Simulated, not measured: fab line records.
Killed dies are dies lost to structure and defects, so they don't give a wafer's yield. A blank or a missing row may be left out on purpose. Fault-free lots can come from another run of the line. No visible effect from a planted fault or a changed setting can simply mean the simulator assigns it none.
2 desks, one fault -- flow sky130 -- what lay behind the numbers comes last; until then each desk has only its own

AT THE METROLOGY DESK
What the gauges read, lot by lot, whatever tool the lot ran on: means of the sampled wafers that have a number. Any lot whose mean is over 4 standard deviations away from the usual mean is out of limits and marked OUT; that distance is given in the brackets.
Columns: A = LDD_P_TW at SKY_LDD_P_TW_MEAS_11, usual 635; B = LDD_LDN_OVL at SKY_LDD_LDN_OVL_MEAS_07, usual -1.2 nm
lot,first seen here,A,B
L106,day 19 00:05,635,-2.6
L107,day 19 08:53,636,-2.1
L108,day 19 10:03,636,-2.8
L109,day 20 03:46,637,-1.1
L111,day 21 13:04,630,-1.9
L112,day 21 16:29,633,-0.6
L113,day 22 02:20,645,-1.0
L122,day 24 20:36,631,-1.4
L123,day 25 04:11,633,-0.7
L124,day 25 15:46,632,-0.5
L125,day 26 00:13,628,0.9
L126,day 26 01:23,633,-1.1
L127,day 27 04:03,644,-1.5
L129,day 27 07:27,643,-2.7
Result from this desk: across the 14 lots, nothing is out of limits.

FOR THE TOOL OWNER'S DESK: implanter-04
SKY_SD_P_IMPLANT_09, tool's own readings: per-lot mean of the sampled wafers with a number, covering each lot this tool ran. Any lot whose mean is over 4 standard deviations away from the usual mean is out of limits and marked OUT; that distance is given in the brackets.
Columns: A = doseIonsCm2 at SKY_SD_P_IMPLANT_09, usual 2.999e+15
lot,first seen here,A
L107,day 25 17:29,3.002e+15
L109,day 26 10:13,3.001e+15
L112,day 27 22:00,3.074e+15 (+24) OUT
L111,day 28 00:37,3.076e+15 (+25) OUT
L113,day 28 08:05,3.079e+15 (+26) OUT
L122,day 30 21:31,3.000e+15
L126,day 32 06:12,3.001e+15
L127,day 33 05:08,3.003e+15
This desk's finding: out of limits on L111, L112, L113; first on L112, day 27 22:00 (doseIonsCm2 at SKY_SD_P_IMPLANT_09). In limits: L107, L109, L122, L126, L127.

BROUGHT TOGETHER
On L111, L112, L113, at day 27 22:00, an alarm was possible from the tool owner's desk.
Metrology desk: nothing out of limits seen.
The metrology desk has L111, L112, L113 on record, within its limits.
The lots listed all ran SKY_SD_P_IMPLANT_09 on implanter-04.

WHAT THE SIMULATOR HAD PUT IN
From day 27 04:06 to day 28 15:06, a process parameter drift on implanter-04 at SKY_SD_P_IMPLANT_09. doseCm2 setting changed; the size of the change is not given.
Lots struck among those shown: L111, L112, L113.
Each desk's first reading out of limits, in hours after the fault started: the tool owner's desk, 18.
